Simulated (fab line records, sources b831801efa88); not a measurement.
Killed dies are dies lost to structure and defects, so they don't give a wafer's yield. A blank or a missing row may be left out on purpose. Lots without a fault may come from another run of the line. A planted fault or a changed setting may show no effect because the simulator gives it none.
fab line records | flow sky130
record lots=5 wafers=15 last_day=50
route steps=708 shown SPACER@305 POLY_CUT@307 PAD_OPEN@708
lots that met no fault: from a run of the same line without faults
start_h: hours from the record's first day to the start of the lot's first wafer shown | wait_h: hours since the lot's step before | " the same as in the row above | L1.1+2: a row that stands for several wafers | - no value, or no start given | * or withheld: withheld | < > ~ a bound
route shown NAME@n: a module of which the file shows steps, and the number in the route of the first | usual: mean/standard deviation of fault-free wafers | same: alike in all rows | chamber/n: place in a boat | sites: the reading at each site | _std_site: their standard deviation | _edge_site: outer sites' mean less inner sites' | radius_mm: how far each site lies from the wafer's centre | mask NAME#n: copy n | behind: the tool/chamber that last shaped the wafer | hold: why the lot was held/for how many hours/how that ended | device: the transistor (n, p or np) that didn't switch | end of line: the same wafers' tests at the end of the route | a step without rows: its recipe alone | killed: dies lost to structure and defects at the first sort, not the wafer's yield | map: a wafer's dies, x killed, . not, _ none there
set.NAME: the setting as run; set.NAME@STEP: as run at that earlier step | model.NAME: the simulator's own value behind a step, which no gauge read
lots at some steps of the route; a table a step, a row a wafer
services: from which hour (start_h, from the record's first day; less than 0 if before it) a tool's chamber was out of use, for how many hours, and why
## steps
# step SKY_SPACER_THK_MEAS_01
# recipe reads=Si3N4_of_SPACER_CVD_00
# usual SPACER_CVD_00_THK=42.6/0.44
# columns lot.wafer tool chamber start_h wait_h SPACER_CVD_00_THK[nm]
L384.2 film_metro-03 - 559.26 0.0 42.8
L384.4 " - " " 42.8
L384.6 " - " " 43.1
L385.2 film_metro-02 - 576.53 0.0 43.1
L385.3 " - " " 43.1
L385.5 " - " " 43.1
L397.3 film_metro-03 - 670.70 0.0 42.3
L397.4 " - " " 42.5
L397.6 " - " " 42.2
L400.3 film_metro-02 - 695.86 0.0 43.1
L400.4 " - " " 43.4
L400.5 " - " " 43.1
L403.1 film_metro-03 - 730.12 0.0 42.0
L403.2 " - " " 42.7
L403.6 " - " " 42.5
# step SKY_SPACER_ETCHBACK_02
# recipe chemistry=CH3F/O2 target=Si3N4 stop_on=SiO2 source_w=400 bias_w=80 pressure_mtorr=25 ch3f_flow_sccm=40 O2_flow_sccm=30 time_s=46.7 target_depth_a=450
# usual drypump_motor_current_A=5.8/0.54 oes_product_au=0.849/0.007 throttle_valve_pct=10.562/0.01
# columns lot.wafer tool chamber start_h wait_h drypump_motor_current_A oes_product_au rf_hours_counter_h throttle_valve_pct
L384.2 rie_diel-01 3 559.31 0.0 5.4 0.855 6 10.592
L384.4 " 2 " " 6.5 0.843 18 10.556
L384.6 " 1 " " 5.7 0.861 - 10.573
L385.2 rie_diel-01 0 576.58 0.0 6.4 0.858 28 10.568
L385.3 " 1 " " 5.7 0.853 2 10.560
L385.5 " 2 " " 6.6 0.849 - 10.556
L397.3 rie_diel-03 2 670.74 0.0 4.8 0.848 9 10.559
L397.4 " 1 " " 5.7 0.852 4 10.551
L397.6 " 1 " " 5.6 0.847 - 10.565
L400.3 rie_diel-02 3 695.90 0.0 6.4 0.852 0 10.552
L400.4 " 2 " " 5.2 0.851 2 10.562
L400.5 " 2 " " 5.2 0.846 - 10.583
L403.1 rie_diel-01 2 730.18 0.1 6.6 0.841 21 10.552
L403.2 " 1 " " 5.7 0.843 4 10.561
L403.6 " 1 " " 5.7 0.851 - 10.559
# step SKY_POLY_CUT_DEHYDRATE_00
# recipe temp_c=200 time_s=60
# step SKY_POLY_CUT_HMDS_01
# recipe prime_time_s=60 prime_temp_c=120
# step SKY_POLY_CUT_COAT_02
# recipe resist=BARC temp_c=withheld time_s=withheld spin_rpm=3000 resist_thk_nm=60
# step SKY_POLY_CUT_COAT_03
# recipe resist=KrF-thick spin_rpm=3000 resist_thk_nm=450
# step SKY_POLY_CUT_SOFTBAKE_04
# recipe temp_c=100 time_s=90 resist=KrF-thick
# step SKY_POLY_CUT_EXPOSE_05
# recipe mask_id=NPCM na=0.8 source_shape=annular sigma_inner=0.55 sigma_outer=0.85 target_cd_nm=270 dose_mj=32
# step SKY_POLY_CUT_PEB_06
# recipe peb_temp_c=withheld peb_time_s=withheld resist=KrF-thick
# step SKY_POLY_CUT_DEVELOP_07
# recipe develop_time_s=60 resist=KrF-thick dev_temp_c=21
# step SKY_POLY_CUT_CD_MEAS_08
# recipe target_cd_nm=270
# usual cd_nm=269.4/1.5
# columns lot.wafer tool chamber start_h wait_h cd_nm
L384.2 cd_sem-02 - 588.84 - 268.9
L384.4 " - " " 268.1
L384.6 " - " " 269.5
L385.2 cd_sem-02 - 605.64 - 270.2
L385.3 " - " " 269.0
L385.5 " - " " 270.2
L397.3 cd_sem-02 - 699.82 - 271.5
L397.4 " - " " 272.4
L397.6 " - " " 273.1
L400.3 cd_sem-02 - 723.96 - 266.0
L400.4 " - " " 266.6
L400.5 " - " " 266.6
L403.1 cd_sem-02 - 758.63 - 269.2
L403.2 " - " " 270.7
L403.6 " - " " 270.9
# step SKY_POLY_CUT_OVL_MEAS_09
# usual POLY_CUT_OVL=-7/6.2
# columns lot.wafer tool chamber start_h wait_h POLY_CUT_OVL[nm]
L384.2 overlay-01 - 588.95 0.1 -7
L384.4 " - " " -19
L384.6 " - " " -16
L385.2 overlay-02 - 605.75 0.1 -4
L385.3 " - " " -6
L385.5 " - " " -1
L397.3 overlay-02 - 699.91 0.1 0
L397.4 " - " " -5
L397.6 " - " " 2
L400.3 overlay-01 - 724.05 0.1 -18
L400.4 " - " " -22
L400.5 " - " " -11
L403.1 overlay-02 - 758.75 0.1 -15
L403.2 " - " " -10
L403.6 " - " " -13
# step SKY_POLY_CUT_ETCH_10
# recipe chemistry=N2/H2 target=BARC ion_energy_ev=200 source_w=500 bias_w=100 pressure_mtorr=30 n2_flow_sccm=100 h2_flow_sccm=200 stop_on=SiO2 time_s=45.9 target_depth_a=600
# usual drypump_motor_current_A=5.8/0.52 oes_product_au=0.855/0.0049 throttle_valve_pct=13.226/0.0091
# columns lot.wafer tool chamber start_h wait_h drypump_motor_current_A oes_product_au rf_hours_counter_h throttle_valve_pct model.KrF-thick_of_POLY_CUT_COAT_03.thk_nm
L384.2 rie_diel-04 3 588.98 0.0 6.1 0.858 9 13.214 411.1
L384.4 " 1 " " 6.2 0.852 - 13.230 411.1
L384.6 " 2 " " 5.3 0.855 - 13.235 409.8
L385.2 rie_diel-03 1 605.78 0.0 5.7 0.856 2 13.229 407.3
L385.3 " 0 " " 5.6 0.862 4 13.227 407.5
L385.5 " 3 " " 6.5 0.850 - 13.220 409.1
L397.3 rie_diel-01 3 699.94 0.0 5.4 0.852 8 13.216 409.4
L397.4 " 0 " " 6.4 0.858 30 13.235 408.8
L397.6 " 2 " " 6.6 0.854 - 13.211 409.2
L400.3 rie_diel-01 2 724.08 0.0 6.5 0.846 21 13.245 413.6
L400.4 " 3 " " 5.4 0.855 9 13.221 408
L400.5 " 3 " " 5.4 0.854 - 13.218 407.2
L403.1 rie_diel-03 0 758.79 0.0 5.5 0.856 8 13.226 406.9
L403.2 " 3 " " 6.5 0.861 28 13.235 409.7
L403.6 " 3 " " 6.5 0.853 - 13.232 409.3
# step SKY_POLY_CUT_ETCH_11
# recipe target=Si3N4 chemistry=CF4/CH2F2/Ar stop_on=poly-Si source_w=600 bias_w=150 pressure_mtorr=40 cf4_flow_sccm=40 ch2f2_flow_sccm=20 Ar_flow_sccm=150 time_s=42.5 target_depth_a=600
# usual drypump_motor_current_A=5.8/0.53 oes_product_au=0.831/0.0065 throttle_valve_pct=14.994/0.0089
# columns lot.wafer tool chamber start_h wait_h drypump_motor_current_A oes_product_au rf_hours_counter_h throttle_valve_pct
L384.2 rie_diel-04 3 589.02 0.0 6.1 0.831 9 14.989
L384.4 " 1 " " 6.2 0.832 - 15.011
L384.6 " 2 " " 5.4 0.833 - 14.995
L385.2 rie_diel-03 1 605.82 0.0 5.7 0.836 2 14.988
L385.3 " 0 " " 5.6 0.822 4 14.990
L385.5 " 3 " " 6.5 0.833 - 15.001
L397.3 rie_diel-01 3 699.98 0.0 5.4 0.841 8 14.987
L397.4 " 0 " " 6.5 0.837 30 14.976
L397.6 " 2 " " 6.6 0.835 - 14.975
L400.3 rie_diel-01 2 724.12 0.0 6.6 0.836 21 14.997
L400.4 " 3 " " 5.4 0.823 9 15.010
L400.5 " 3 " " 5.4 0.842 - 14.979
L403.1 rie_diel-03 0 758.83 0.0 5.6 0.836 8 14.992
L403.2 " 3 " " 6.5 0.832 28 14.994
L403.6 " 3 " " 6.5 0.835 - 14.986
# step SKY_PAD_OPEN_PROBE_99
# usual killed_at_M0_to_M3=42/6.9 killed_at_M4_up=3.2/1.7 killed_at_contacts=25/5.1 killed_at_front_end=15/4.5 killed_at_other=0.4/0.63 killed_dies=86/9.3 killed_open=46/7 killed_short=39/6.9
# same gross_dies=492 killed_at_back_side=0
# columns lot.wafer tool chamber start_h wait_h killed_at_M0_to_M3 killed_at_M4_up killed_at_contacts killed_at_front_end killed_at_other killed_dies killed_open killed_short
L384.2 prober-01 - 1103.03 0.1 36 1 25 23 1 86 50 35
L384.4 prober-01 - 1103.13 0.2 40 2 33 20 1 96 61 33
L384.6 prober-01 - 1103.23 0.2 47 2 26 22 1 98 54 42
L385.2 prober-02 - 1113.02 0.1 38 5 25 15 1 84 51 33
L385.3 prober-02 - 1113.07 0.2 52 4 27 16 0 99 56 43
L385.5 prober-02 - 1113.17 0.2 41 4 23 16 1 85 50 35
L397.3 prober-01 - 1173.69 0.2 44 6 20 10 1 81 36 45
L397.4 prober-01 - 1173.74 0.2 39 4 27 15 0 85 49 36
L397.6 prober-01 - 1173.84 0.2 40 3 23 13 1 80 46 34
L400.3 prober-02 - 1189.28 0.2 46 3 22 19 1 91 51 39
L400.4 prober-02 - 1189.33 0.2 33 1 15 20 0 69 30 39
L400.5 prober-02 - 1189.38 0.2 39 3 28 17 0 87 56 31
L403.1 prober-02 - 1206.99 0.1 39 2 34 11 1 87 39 47
L403.2 prober-02 - 1207.04 0.1 47 3 29 8 0 87 46 41
L403.6 prober-02 - 1207.24 0.2 43 4 11 11 0 69 42 27
# killed by level:class
L384.2 LI_CONTACT:geometric_particle:open=9 VIA3:geometric_particle:open=8 VIA2:geometric_particle:open=7 CONTACT:geometric_particle:open=7 POLY_GATE:geometric_particle:short=6 CONTACT:geometric_particle:short=5 POLY_GATE:geometric_particle:open=4 VIA1:geometric_particle:open=4
L384.4 CONTACT:geometric_particle:open=15 VIA3:geometric_particle:open=12 LI_CONTACT:geometric_particle:open=11 VIA1:geometric_particle:open=7 FIELD_ISO:geometric_particle:open=4 VIA1:geometric_particle:short=4 METAL2:geometric_particle:short=4 VIA2:geometric_particle:short=4
L384.6 VIA1:geometric_particle:open=10 CONTACT:geometric_particle:short=9 VIA3:geometric_particle:open=9 LI_CONTACT:geometric_particle:open=8 CONTACT:geometric_particle:open=7 POLY_GATE:geometric_particle:short=6 METAL3:geometric_particle:short=6 FIELD_ISO:geometric_particle:open=4
L385.2 CONTACT:geometric_particle:open=9 LI_CONTACT:geometric_particle:open=8 VIA1:geometric_particle:open=7 VIA2:geometric_particle:open=7 VIA3:geometric_particle:open=7 POLY_GATE:geometric_particle:open=6 FIELD_ISO:geometric_particle:short=4 CONTACT:geometric_particle:short=4
L385.3 CONTACT:geometric_particle:open=13 VIA1:geometric_particle:open=11 VIA3:geometric_particle:open=10 VIA1:geometric_particle:short=7 METAL2:geometric_particle:short=7 VIA2:geometric_particle:open=7 LI_CONTACT:geometric_particle:open=6 METAL1:geometric_particle:short=5
L385.5 LI_CONTACT:geometric_particle:open=10 VIA2:geometric_particle:open=9 METAL2:geometric_particle:short=8 CONTACT:geometric_particle:open=7 POLY_GATE:geometric_particle:open=6 VIA3:geometric_particle:open=6 FIELD_ISO:geometric_particle:short=5 VIA1:geometric_particle:open=5
L397.3 VIA1:geometric_particle:short=11 VIA1:geometric_particle:open=9 VIA2:geometric_particle:open=7 CONTACT:geometric_particle:open=6 METAL4:geometric_particle:short=5 LOCAL_INTERCONNECT:geometric_particle:short=5 LI_CONTACT:geometric_particle:open=4 VIA3:geometric_particle:short=4
L397.4 CONTACT:geometric_particle:open=12 VIA1:geometric_particle:open=10 VIA1:geometric_particle:short=7 METAL2:geometric_particle:short=7 VIA3:geometric_particle:open=6 FIELD_ISO:geometric_particle:open=5 LOCAL_INTERCONNECT:geometric_particle:short=5 LI_CONTACT:geometric_particle:open=4
L397.6 VIA2:geometric_particle:open=10 LI_CONTACT:geometric_particle:open=7 CONTACT:geometric_particle:open=7 VIA1:geometric_particle:open=7 VIA3:geometric_particle:open=5 FIELD_ISO:geometric_particle:short=4 VIA1:geometric_particle:short=4 METAL3:geometric_particle:short=4
L400.3 VIA1:geometric_particle:open=15 VIA2:geometric_particle:open=8 CONTACT:geometric_particle:open=7 FIELD_ISO:geometric_particle:short=6 LI_CONTACT:geometric_particle:open=6 VIA1:geometric_particle:short=6 LOCAL_INTERCONNECT:geometric_particle:short=5 POLY_GATE:geometric_particle:short=4
L400.4 METAL2:geometric_particle:short=9 FIELD_ISO:geometric_particle:short=6 POLY_GATE:geometric_particle:open=6 CONTACT:geometric_particle:short=6 VIA1:geometric_particle:short=5 VIA1:geometric_particle:open=5 VIA2:geometric_particle:open=5 POLY_GATE:geometric_particle:short=4
L400.5 VIA1:geometric_particle:open=15 CONTACT:geometric_particle:open=12 LI_CONTACT:geometric_particle:open=8 FIELD_ISO:geometric_particle:open=6 CONTACT:geometric_particle:short=6 VIA3:geometric_particle:open=6 POLY_GATE:geometric_particle:short=4 VIA1:geometric_particle:short=4
L403.1 CONTACT:geometric_particle:short=11 VIA1:geometric_particle:open=10 CONTACT:geometric_particle:open=9 METAL1:geometric_particle:short=8 LI_CONTACT:geometric_particle:short=5 VIA2:geometric_particle:open=5 LI_CONTACT:geometric_particle:open=4 LOCAL_INTERCONNECT:geometric_particle:short=4
L403.2 CONTACT:geometric_particle:open=13 VIA3:geometric_particle:short=8 VIA1:geometric_particle:open=7 CONTACT:geometric_particle:short=6 POLY_GATE:geometric_particle:open=5 VIA3:geometric_particle:open=5 LI_CONTACT:geometric_particle:open=4 LOCAL_INTERCONNECT:geometric_particle:short=4
L403.6 VIA1:geometric_particle:open=13 CONTACT:geometric_particle:open=7 METAL1:geometric_particle:short=7 VIA2:geometric_particle:open=5 VIA3:geometric_particle:open=5 FIELD_ISO:geometric_particle:open=3 POLY_GATE:geometric_particle:open=3 VIA3:geometric_particle:short=3
## services
# columns tool chamber start_h hours kind
rie_diel-02 2 564.20 - clean
rie_diel-02 2 564.20 17.7 scheduled_down
rie_diel-02 2 564.20 17.7 vent_cycle
rie_diel-03 2 569.21 6.6 repair
rie_diel-01 1 581.46 2.2 repair
rie_diel-04 0 586.49 5.0 repair
rie_diel-03 - 601.03 3.3 repair
rie_diel-02 2 603.95 10.3 repair
rie_diel-02 - 610.51 1.1 repair
rie_diel-03 3 614.67 4.2 repair
rie_diel-01 2 617.15 18.3 repair
rie_diel-01 - 631.06 2.8 pm
rie_diel-04 3 653.81 15.8 repair
rie_diel-04 0 664.25 4.0 repair
rie_diel-04 1 666.64 1.3 repair
rie_diel-03 - 694.89 0.8 repair
rie_diel-02 2 702.01 2.2 repair
rie_diel-04 - 704.10 2.8 pm
rie_diel-04 2 719.94 - clean
rie_diel-04 2 719.94 14.3 scheduled_down
rie_diel-04 2 719.94 14.3 vent_cycle
rie_diel-03 2 728.07 1.2 repair
rie_diel-04 - 728.15 76.0 repair
rie_diel-04 3 745.12 5.5 repair
## key
first_sign none at tools or gauges
model_effect step=SKY_POLY_CUT_ETCH_10 value=KrF-thick_of_POLY_CUT_COAT_03.thk_nm without=408.7 struck=413.6
met_at SKY_POLY_CUT_ETCH_10
struck_wafers L400.3
tester_left_out L400
onset_between 699.94 724.08
fault kind=process_parameter_drift tool=rie_diel-01 chamber=2 onset_h=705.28 steps=SKY_POLY_CUT_ETCH_10 channel=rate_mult offset=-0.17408 shape=step end_h=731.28
# tester_left_out: of these lots the tester's yield and bins aren't shown, on N5 and GAA mostly nor the transistor test; their killed dies are dies lost to structure and defects alone, not to doping, threshold or leakage, so they don't give the yield
